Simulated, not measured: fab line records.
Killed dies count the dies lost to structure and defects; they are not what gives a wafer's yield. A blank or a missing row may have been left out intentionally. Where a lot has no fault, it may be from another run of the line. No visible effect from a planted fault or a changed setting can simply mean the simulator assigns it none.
What tool caused it? | flow gf180mcu | route of 602 steps, sampled at 1 step: 13 lots, 36 wafers

WHAT THE GAUGES SHOWED, per wafer
GF_STI_THK_MEAS_02.
lot  | measured    | on            | STI_OXIDATION_THK (nm)
L385 | day 1 11:31 | film metro-02 | 9.92 9.95 9.92
L386 | day 1 17:49 | film metro-03 | 9.98 9.89 9.90
L387 | day 1 21:31 | film metro-02 | 9.94 9.82 9.87
L388 | day 2 02:32 | film metro-01 | 9.97 9.95 9.95
L390 | day 2 13:52 | film metro-02 | 9.70 9.66
L392 | day 2 22:35 | film metro-03 | 10.09 10.18 10.10
L393 | day 3 04:47 | film metro-02 | 9.75 9.91
L396 | day 3 19:11 | film metro-01 | 9.77 9.83
L398 | day 4 04:31 | film metro-02 | 9.83 9.71 9.93
L400 | day 4 14:49 | film metro-02 | 10.22 10.11 10.39
L401 | day 4 19:31 | film metro-03 | 10.29 10.45 10.23
L407 | day 6 01:31 | film metro-02 | 9.84 9.91 9.91
L408 | day 6 06:32 | film metro-02 | 10.27 10.29 10.42

TOOL THAT RAN EACH LOT (tool first, then ch and the chambers of the sampled wafers, then the start)
No process step before these readings appears in the record.

AS READ BY THE TOOLS THEMSELVES (means over the sampled wafers that have a number; for cases with no such wafer, the mark the record gives instead)
The record holds no such reading with a usual standard deviation.

THE ANSWER, worked out from the rows above alone
Rule: what is usual is taken from the lots themselves. The widest of any qualifying gaps counts: lots, ordered by their means at a reading, are off when they make up no more than a third of the lots, leave a main group of 4 or more, and stand apart from it by 3 or more times the standard deviation of that group's means. A main group is skipped when, at the precision printed for the reading in the tables above, its means are all equal. A lot without any number at a reading at which 4 lots or more have one is off too. The other lots that the step has rows for count as sound. First the gauges in route order, then the tools' own readings, where a lot's mean is used as printed above. The first step at which some lot is off is used, and at that step the reading that is off furthest; a lot without a number counts as furthest.
No lot is off at any reading shown: from this, nothing can be told.

WHAT WAS PUT IN BY THE SIMULATOR
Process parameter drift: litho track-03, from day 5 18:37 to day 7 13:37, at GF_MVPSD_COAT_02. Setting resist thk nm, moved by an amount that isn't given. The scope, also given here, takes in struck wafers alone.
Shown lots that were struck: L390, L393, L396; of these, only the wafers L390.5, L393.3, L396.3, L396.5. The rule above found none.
